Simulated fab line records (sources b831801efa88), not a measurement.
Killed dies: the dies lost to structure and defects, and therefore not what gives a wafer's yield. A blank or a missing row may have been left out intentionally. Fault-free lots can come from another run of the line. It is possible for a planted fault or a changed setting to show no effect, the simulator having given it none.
One fault through the eyes of 2 desks    flow gf180mcu    every desk sees just its own numbers, and what lay behind them comes last

== THE TOOL OWNER'S DESK: wet-bench-03 ==
The tool's own readings at GF_STI_WET_ETCH_28 (etches SiO2 in dHF, target depth 20 nm, time 40 s): means of the sampled wafers that have a number, for each lot that ran on this tool. Any lot whose mean is over 4 standard deviations away from the usual mean is out of limits and marked OUT; that distance is given in the brackets.
Columns: A = run-length-s at GF_STI_WET_ETCH_28, usual 67.8 s
lot   first seen here  A
L272  day 2 20:43      66.8
L291  day 6 11:50      33.7 (-12) OUT
L292  day 6 17:18      33.2 (-12) OUT
This desk finds L291, L292 out of limits, L291 being first, at day 6 11:50 (run-length-s at GF_STI_WET_ETCH_28). L272 stayed within limits.

== FROM THE METROLOGY DESK ==
Lot by lot, what the gauges showed, no matter which tool ran the lot: averages of those sampled wafers that carry a number. Any lot whose mean is over 4 standard deviations away from the usual mean is out of limits and marked OUT; that distance is given in the brackets.
Columns: A = STI_OXIDATION_01_THK at GF_STI_THK_MEAS_22, usual 15.06 nm; B = STI_CVD_23_THK at GF_STI_THK_MEAS_24, usual 649 nm; C = STI_OXIDATION_02_THK at GF_STI_THK_MEAS_30, usual 9.99 nm; D = DNWELL_TW at GF_DNWELL_TW_MEAS_09, usual 1347; E = NWELL_OVL at GF_NWELL_OVL_MEAS_07, usual 0.1 nm; F = NWELL_TW at GF_NWELL_TW_MEAS_11, usual 1573
lot   first seen here  A      B    C      D     E     F
L272  day 2 19:09      15.20  660  9.97   1364  1.0   1568
L279  day 3 20:55      15.31  652  10.21  1336  -0.5  1541
L283  day 4 17:05      14.96  651  9.98   1337  0.8   1569
L291  day 6 10:33      15.09  649  10.11  1333  -1.9  1579
L292  day 6 16:14      14.74  645  9.78   1357  -0.6  1597
L293  day 6 21:06      14.61  651  9.60   1334  0.9   1546
This desk's verdict: no lot among the 6 shows anything out of limits.

== ALL TOGETHER ==
The tool owner's desk had the chance to raise an alarm at day 6 11:50 on L291, L292.
Nothing out of limits was seen by the metrology desk.
The metrology desk has L291, L292 on record, within its limits.
On wet-bench-03, each named lot ran GF_STI_WET_ETCH_28.

== WHAT HAD BEEN PUT IN BY THE SIMULATOR ==
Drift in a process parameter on wet-bench-03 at GF_STI_WET_ETCH_28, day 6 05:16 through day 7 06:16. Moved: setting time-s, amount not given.
Shown lots that were struck: L291, L292.
How many hours passed from the start of the fault until each desk's first out-of-limits reading: the tool owner's desk, 7.
